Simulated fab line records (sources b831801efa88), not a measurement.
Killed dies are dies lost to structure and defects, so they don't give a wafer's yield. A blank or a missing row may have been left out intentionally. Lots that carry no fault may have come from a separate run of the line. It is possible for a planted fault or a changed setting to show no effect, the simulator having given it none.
fab line records || flow sky130
[record] {"lots": 5, "wafers": 15, "last_day": 50}
route steps=708 shown LDD_LDN@292 SPACER@304 POLY_CUT@307 SD_P@320 RES_XHIGH@332 PAD_OPEN@708
lots that met no fault: taken from a fault-free run of the same line
start_h: hours from the record's opening day to when the first of the lot's shown wafers began || wait_h: hours elapsed since this lot's preceding step || " as in the row above || L1.1+2: one row covering several wafers at once || - no value present, or no start provided || * or withheld: withheld || < > ~ a bound
route shown NAME@n: a module of which the file shows steps, and the number in the route of the first || usual: mean and standard deviation over wafers with no fault || same: alike in all rows || chamber/n: place in a boat || sites: the reading at each site || _std_site: the values' standard deviation || _edge_site: the outer-site mean with the inner-site mean subtracted || radius_mm: how far each site lies from the wafer's centre || mask NAME#n: copy n || behind: the tool/chamber that last shaped the wafer || hold: why the lot went on hold/how many hours it stayed there/how the hold came to an end || device: names the non-switching transistor (n, p or np) || end of line: at the end of the route, the tests of the same wafers || for a step that has no rows: nothing shown but its recipe || killed: dies that structure and defects cost at the first sort, which is not the same as the wafer's yield || map: a wafer's dies, x killed, . not, _ none there
set.NAME: setting as actually run; set.NAME@STEP: the setting as run at that earlier step || model.NAME: the simulator's own value behind a step, which no gauge read
lots seen at some steps along the route; tables by step, rows by wafer
[[steps]]
[step SKY_LDD_LDN_SOFTBAKE_03]
[recipe] {"temp_c": 90, "time_s": 60, "resist": "NOVOLAK"}
[step SKY_LDD_LDN_EXPOSE_04]
[recipe] {"mask_id": "LDNTM", "na": 0.6, "source_shape": "conventional", "sigma_outer": 0.6, "polarization": "unpolarized", "target_cd_nm": 700, "dose_mj": 140}
[step SKY_LDD_LDN_PEB_05]
[recipe] {"temp_c": "withheld", "time_s": "*", "resist": "NOVOLAK"}
[step SKY_LDD_LDN_DEVELOP_06]
[recipe] {"resist": "NOVOLAK", "developer": "TMAH", "develop_time_s": 60, "dev_temp_c": 23}
[step SKY_LDD_LDN_IMPLANT_08]
[recipe] {"species": "As", "energy_kev": 15, "dose_cm2": 1.25e+13, "tilt_deg": "withheld", "rotation_deg": 23}
[step SKY_LDD_LDN_IMPLANT_09]
[recipe] {"species": "As", "energy_kev": 15, "dose_cm2": 1.25e+13, "tilt_deg": "withheld", "rotation_deg": 113}
[step SKY_LDD_LDN_IMPLANT_10]
[recipe] {"species": "As", "energy_kev": 15, "dose_cm2": 1.25e+13, "tilt_deg": "withheld", "rotation_deg": 203}
[step SKY_LDD_LDN_IMPLANT_11]
[recipe] {"species": "As", "energy_kev": 15, "dose_cm2": 1.25e+13, "tilt_deg": "withheld", "rotation_deg": 293}
[step SKY_LDD_LDN_STRIP_12]
[recipe] {"chemistry": "O2/N2", "power_w": 1400, "pressure_mtorr": 1500, "platen_temp_c": "withheld", "o2_flow_sccm": 3000, "n2_flow_sccm": 300, "overash_fraction": 0.5}
[step SKY_LDD_LDN_CLEAN_14]
[recipe] {"chemistry": "SC1/SC2", "mix": "1:4:20", "temp_c": 70, "time_s": 150, "dry": "n2_spin"}
[step SKY_SPACER_CVD_00]
[recipe] {"material": "Si3N4", "precursor": "DCS/NH3", "target_thk_nm": 43.1, "temp_c": 770, "time_s": 740, "pressure_mtorr": 250}
[usual] {"spike_tc_lower_C": "769.8/1.1"}
{"lot.wafer": "L260.1", "tool": "lpcvd-02", "chamber": 0, "start_h": 571.35, "wait_h": 1.0, "spike_tc_lower_C": 769.8}
{"lot.wafer": "L260.4", "tool": "lpcvd-02", "chamber": 0, "start_h": 571.35, "wait_h": 1.0, "spike_tc_lower_C": 769.9}
{"lot.wafer": "L260.5", "tool": "lpcvd-02", "chamber": 0, "start_h": 571.35, "wait_h": 1.0, "spike_tc_lower_C": 770.0}
{"lot.wafer": "L264.4", "tool": "lpcvd-02", "chamber": 1, "start_h": 607.52, "wait_h": 1.5, "spike_tc_lower_C": 769.6}
{"lot.wafer": "L264.5", "tool": "lpcvd-02", "chamber": 1, "start_h": 607.52, "wait_h": 1.5, "spike_tc_lower_C": 768.7}
{"lot.wafer": "L264.6", "tool": "lpcvd-02", "chamber": 1, "start_h": 607.52, "wait_h": 1.5, "spike_tc_lower_C": 770.1}
{"lot.wafer": "L265.4", "tool": "lpcvd-02", "chamber": 1, "start_h": 627.50, "wait_h": 0.5, "spike_tc_lower_C": 770.3}
{"lot.wafer": "L265.5", "tool": "lpcvd-02", "chamber": 1, "start_h": 627.50, "wait_h": 0.5, "spike_tc_lower_C": 768.4}
{"lot.wafer": "L265.6", "tool": "lpcvd-02", "chamber": 1, "start_h": 627.50, "wait_h": 0.5, "spike_tc_lower_C": 771.8}
{"lot.wafer": "L266.2", "tool": "lpcvd-02", "chamber": 1, "start_h": 634.52, "wait_h": 0.0, "spike_tc_lower_C": 771.0}
{"lot.wafer": "L266.4", "tool": "lpcvd-02", "chamber": 1, "start_h": 634.52, "wait_h": 0.0, "spike_tc_lower_C": 769.7}
{"lot.wafer": "L266.5", "tool": "lpcvd-02", "chamber": 1, "start_h": 634.52, "wait_h": 0.0, "spike_tc_lower_C": 770.2}
{"lot.wafer": "L275.3", "tool": "lpcvd-02", "chamber": 0, "start_h": 688.66, "wait_h": 0.0, "spike_tc_lower_C": 769.2}
{"lot.wafer": "L275.4", "tool": "lpcvd-02", "chamber": 0, "start_h": 688.66, "wait_h": 0.0, "spike_tc_lower_C": 768.1}
{"lot.wafer": "L275.5", "tool": "lpcvd-02", "chamber": 0, "start_h": 688.66, "wait_h": 0.0, "spike_tc_lower_C": 770.4}
[step SKY_SPACER_ETCHBACK_02]
[recipe] {"chemistry": "CH3F/O2", "target": "Si3N4", "stop_on": "SiO2", "source_w": 400, "bias_w": 80, "pressure_mtorr": 25, "ch3f_flow_sccm": 40, "O2_flow_sccm": 30, "time_s": 46.7, "target_depth_a": 450}
[step SKY_POLY_CUT_DEHYDRATE_00]
[recipe] {"temp_c": 200, "time_s": 60}
[step SKY_POLY_CUT_HMDS_01]
[recipe] {"prime_time_s": 60, "prime_temp_c": 120}
[step SKY_POLY_CUT_COAT_02]
[recipe] {"resist": "BARC", "temp_c": "withheld", "time_s": "withheld", "spin_rpm": 3000, "resist_thk_nm": 60}
[step SKY_POLY_CUT_COAT_03]
[recipe] {"resist": "KrF-thick", "spin_rpm": 3000, "resist_thk_nm": 450}
[step SKY_POLY_CUT_SOFTBAKE_04]
[recipe] {"temp_c": 100, "time_s": 90, "resist": "KrF-thick"}
[step SKY_POLY_CUT_EXPOSE_05]
[recipe] {"mask_id": "NPCM", "na": 0.8, "source_shape": "annular", "sigma_inner": 0.55, "sigma_outer": 0.85, "target_cd_nm": 270, "dose_mj": 32}
[step SKY_POLY_CUT_PEB_06]
[recipe] {"peb_temp_c": "withheld", "peb_time_s": "withheld", "resist": "KrF-thick"}
[step SKY_POLY_CUT_DEVELOP_07]
[recipe] {"develop_time_s": 60, "resist": "KrF-thick", "dev_temp_c": 21}
[step SKY_POLY_CUT_ETCH_10]
[recipe] {"chemistry": "N2/H2", "target": "BARC", "ion_energy_ev": 200, "source_w": 500, "bias_w": 100, "pressure_mtorr": 30, "n2_flow_sccm": 100, "h2_flow_sccm": 200, "stop_on": "SiO2", "time_s": 45.9, "target_depth_a": 600}
[step SKY_POLY_CUT_ETCH_11]
[recipe] {"target": "Si3N4", "chemistry": "CF4/CH2F2/Ar", "stop_on": "poly-Si", "source_w": 600, "bias_w": 150, "pressure_mtorr": 40, "cf4_flow_sccm": 40, "ch2f2_flow_sccm": 20, "Ar_flow_sccm": 150, "time_s": 42.5, "target_depth_a": 600}
[step SKY_POLY_CUT_STRIP_12]
[recipe] {"chemistry": "O2/N2", "power_w": 1400, "pressure_mtorr": 1500, "platen_temp_c": "withheld", "o2_flow_sccm": 3000, "n2_flow_sccm": 300, "overash_fraction": 0.5}
[step SKY_SD_P_DEHYDRATE_00]
[recipe] {"temp_c": 200, "time_s": 60}
[step SKY_SD_P_HMDS_01]
[recipe] {"prime_time_s": 60, "prime_temp_c": 120}
[step SKY_SD_P_COAT_02]
[recipe] {"resist": "NOVOLAK", "spin_rpm": 3000, "resist_thk_nm": 1140}
[step SKY_SD_P_SOFTBAKE_03]
[recipe] {"temp_c": 90, "time_s": 60, "resist": "NOVOLAK"}
[step SKY_SD_P_EXPOSE_04]
[recipe] {"mask_id": "PSDM", "na": 0.6, "source_shape": "conventional", "sigma_outer": 0.6, "polarization": "unpolarized", "target_cd_nm": 380, "dose_mj": 138}
[step SKY_SD_P_PEB_05]
[recipe] {"temp_c": "withheld", "time_s": "*", "resist": "NOVOLAK"}
[step SKY_SD_P_DEVELOP_06]
[recipe] {"resist": "NOVOLAK", "developer": "TMAH", "develop_time_s": 60, "dev_temp_c": 23}
[step SKY_SD_P_IMPLANT_09]
[recipe] {"species": "BF2", "energy_kev": 20, "dose_cm2": 3e+15, "tilt_deg": 0}
[step SKY_SD_P_STRIP_10]
[recipe] {"chemistry": "O2/N2", "power_w": 1400, "pressure_mtorr": 1500, "platen_temp_c": "withheld", "o2_flow_sccm": 3000, "n2_flow_sccm": 300, "overash_fraction": 0.5}
[step SKY_RES_XHIGH_DEHYDRATE_00]
[recipe] {"temp_c": 200, "time_s": 60}
[step SKY_RES_XHIGH_HMDS_01]
[recipe] {"prime_time_s": 60, "prime_temp_c": 120}
[step SKY_PAD_OPEN_PROBE_99]
[usual] {"killed_at_M0_to_M3": "46/6.7", "killed_at_M4_up": "3.3/2", "killed_at_contacts": "24/5.4", "killed_at_front_end": "15/4.3", "killed_at_other": "0.4/0.64", "killed_dies": "89/9.1", "killed_open": "48/7.2", "killed_short": "40/6.3"}
[same] {"gross_dies": 492, "killed_at_back_side": 0}
{"lot.wafer": "L264.4", "tool": "prober-01", "chamber": "-", "start_h": 1136.31, "wait_h": 0.2, "killed_at_M0_to_M3": 37, "killed_at_M4_up": 2, "killed_at_contacts": 20, "killed_at_front_end": 58, "killed_at_other": 0, "killed_dies": 117, "killed_open": 41, "killed_short": 36}
{"lot.wafer": "L264.5", "tool": "prober-01", "chamber": "-", "start_h": 1136.36, "wait_h": 0.2, "killed_at_M0_to_M3": 38, "killed_at_M4_up": 1, "killed_at_contacts": 17, "killed_at_front_end": 54, "killed_at_other": 1, "killed_dies": 111, "killed_open": 36, "killed_short": 36}
{"lot.wafer": "L264.6", "tool": "prober-01", "chamber": "-", "start_h": 1136.41, "wait_h": 0.2, "killed_at_M0_to_M3": 47, "killed_at_M4_up": 3, "killed_at_contacts": 15, "killed_at_front_end": 57, "killed_at_other": 0, "killed_dies": 122, "killed_open": 41, "killed_short": 34}
{"lot.wafer": "L265.4", "tool": "prober-02", "chamber": "-", "start_h": 1152.25, "wait_h": 0.2, "killed_at_M0_to_M3": 39, "killed_at_M4_up": 3, "killed_at_contacts": 24, "killed_at_front_end": 57, "killed_at_other": 1, "killed_dies": 124, "killed_open": 52, "killed_short": 31}
{"lot.wafer": "L265.5", "tool": "prober-02", "chamber": "-", "start_h": 1152.30, "wait_h": 0.2, "killed_at_M0_to_M3": 45, "killed_at_M4_up": 5, "killed_at_contacts": 17, "killed_at_front_end": 61, "killed_at_other": 1, "killed_dies": 129, "killed_open": 49, "killed_short": 40}
{"lot.wafer": "L265.6", "tool": "prober-02", "chamber": "-", "start_h": 1152.35, "wait_h": 0.2, "killed_at_M0_to_M3": 45, "killed_at_M4_up": 2, "killed_at_contacts": 25, "killed_at_front_end": 56, "killed_at_other": 0, "killed_dies": 128, "killed_open": 47, "killed_short": 33}
{"lot.wafer": "L266.2", "tool": "prober-01", "chamber": "-", "start_h": 1156.73, "wait_h": 0.1, "killed_at_M0_to_M3": 40, "killed_at_M4_up": 4, "killed_at_contacts": 28, "killed_at_front_end": 50, "killed_at_other": 0, "killed_dies": 122, "killed_open": 46, "killed_short": 34}
{"lot.wafer": "L266.4", "tool": "prober-01", "chamber": "-", "start_h": 1156.83, "wait_h": 0.2, "killed_at_M0_to_M3": 49, "killed_at_M4_up": 3, "killed_at_contacts": 35, "killed_at_front_end": 50, "killed_at_other": 0, "killed_dies": 137, "killed_open": 58, "killed_short": 40}
{"lot.wafer": "L266.5", "tool": "prober-01", "chamber": "-", "start_h": 1156.88, "wait_h": 0.2, "killed_at_M0_to_M3": 43, "killed_at_M4_up": 1, "killed_at_contacts": 27, "killed_at_front_end": 55, "killed_at_other": 1, "killed_dies": 127, "killed_open": 49, "killed_short": 35}
// killed by level:class
L264.4 SPACER:unspecified=40 VIA1:geometric_particle:open=11 VIA3:geometric_particle:open=7 CONTACT:geometric_particle:short=6 FIELD_ISO:geometric_particle:short=5 LI_CONTACT:geometric_particle:open=5 CONTACT:geometric_particle:open=5 FIELD_ISO:geometric_particle:open=4
L264.5 SPACER:unspecified=39 VIA1:geometric_particle:open=8 LI_CONTACT:geometric_particle:open=6 CONTACT:geometric_particle:short=6 METAL1:geometric_particle:short=6 VIA1:geometric_particle:short=5 VIA2:geometric_particle:open=5 FIELD_ISO:geometric_particle:short=4
L264.6 SPACER:unspecified=47 VIA1:geometric_particle:open=11 VIA2:geometric_particle:open=9 CONTACT:geometric_particle:open=6 METAL1:geometric_particle:short=6 VIA3:geometric_particle:open=6 FIELD_ISO:geometric_particle:short=4 CONTACT:geometric_particle:short=4
L265.4 SPACER:unspecified=41 VIA1:geometric_particle:open=11 POLY_GATE:geometric_particle:open=7 LI_CONTACT:geometric_particle:open=6 CONTACT:geometric_particle:open=6 CONTACT:geometric_particle:short=6 VIA2:geometric_particle:open=5 VIA3:geometric_particle:open=5
L265.5 SPACER:unspecified=40 FIELD_ISO:geometric_particle:open=10 VIA1:geometric_particle:open=9 CONTACT:geometric_particle:open=8 VIA2:geometric_particle:open=7 METAL1:geometric_particle:short=6 VIA2:geometric_particle:short=5 METAL2:geometric_particle:short=5
L265.6 SPACER:unspecified=48 CONTACT:geometric_particle:open=11 VIA1:geometric_particle:open=8 VIA2:geometric_particle:open=8 LI_CONTACT:geometric_particle:short=6 VIA1:geometric_particle:short=6 VIA2:geometric_particle:short=6 VIA3:geometric_particle:open=6
L266.2 SPACER:unspecified=42 VIA3:geometric_particle:open=13 LI_CONTACT:geometric_particle:open=10 VIA1:geometric_particle:open=9 CONTACT:geometric_particle:short=8 METAL1:geometric_particle:short=5 LI_CONTACT:geometric_particle:short=4 CONTACT:geometric_particle:open=4
L266.4 SPACER:unspecified=39 CONTACT:geometric_particle:open=14 LI_CONTACT:geometric_particle:open=12 VIA1:geometric_particle:open=9 METAL1:geometric_particle:short=7 METAL2:geometric_particle:short=7 VIA3:geometric_particle:short=5 VIA3:geometric_particle:open=5
L266.5 SPACER:unspecified=43 VIA3:geometric_particle:open=10 CONTACT:geometric_particle:open=8 VIA1:geometric_particle:open=7 LI_CONTACT:geometric_particle:open=6 LOCAL_INTERCONNECT:geometric_particle:short=5 VIA1:geometric_particle:short=4 POLY_GATE:geometric_particle:short=4
// map L264.6 (x killed, . not)
__________..xxx....._________
________.........x.x.._______
______.x.......x..x....._____
_____....................____
____x........x.x........x.___
___....x.x...x...x.........__
__......x.x............xx..._
_......x.x.....x..xxx........
_.x...x................x.x...
_...xx.xx........x....x......
_.x.xx.....x...x....x........
_...xxxxxx......x..x........x
_xx.xxxxxxx......x.......x.xx
_xxxxxxxxxxx....x............
_.xxxxxxxxx...x.xx........x.x
__..x.xxxx.x........x....x.._
___..xxxx....x.............__
____x......x....x......xxx___
_____x..x............xx.x____
______.x.x..........x..._____
________.x.....x..x..._______
__________....x..x.._________
// map L265.5 (x killed, . not)
__________........x._________
________.xx.......xx.._______
______.......x.........._____
_____x..x.....x..........____
____.x..x.xxx.....x.......___
___...x........x.......x.x.__
__..x.x..........x......x..._
_....x....x.x......x....x...x
_..x........x...x.....x.x.x..
_....x.........x...x...x.....
_....xxx...xx..x.x.....x.....
_....xxxxx.......x.x....x.x.x
_..xxxxxxx..x...x..x....x..x.
_..xxxxxx.xx.....x...x..x....
_.xxxxxxxxx........x..xxx....
__x.xxxxxxx...........x....._
___x.xx.x...xx..x.x.x......__
____.x.xx..x.x.x.x....x...___
_____x...................____
______..x.x...x...x....._____
________..x....xx....._______
__________.....x.x.._________
[[key]]
[first_sign] {"step": "SKY_PAD_OPEN_PROBE_99", "reading": "killed_at_front_end", "direction": "up", "sigmas": 9.3, "usual": 15, "struck": 55}
[effect] {"step": "SKY_PAD_OPEN_PROBE_99", "reading": "killed_dies", "direction": "up", "sigmas": 3.9, "usual": 89, "struck": 124}
met_at SKY_SPACER_CVD_00
struck_wafers L264.4,L264.5,L264.6,L265.4,L265.5,L265.6,L266.2,L266.4,L266.5
tester_left_out L264,L265,L266
onset_between 571.35 607.52
[fault] {"kind": "chamber_particle_source", "tool": "lpcvd-02", "chamber": "-", "onset_h": 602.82, "steps": "SKY_SPACER_CVD_00", "rate_per_visit_cm2": 0.4189, "end_h": 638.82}
// tester_left_out: of these lots the tester's yield and bins aren't shown, on N5 and GAA mostly nor the transistor test; their killed dies are dies lost to structure and defects alone, not to doping, threshold or leakage, so they don't give the yield
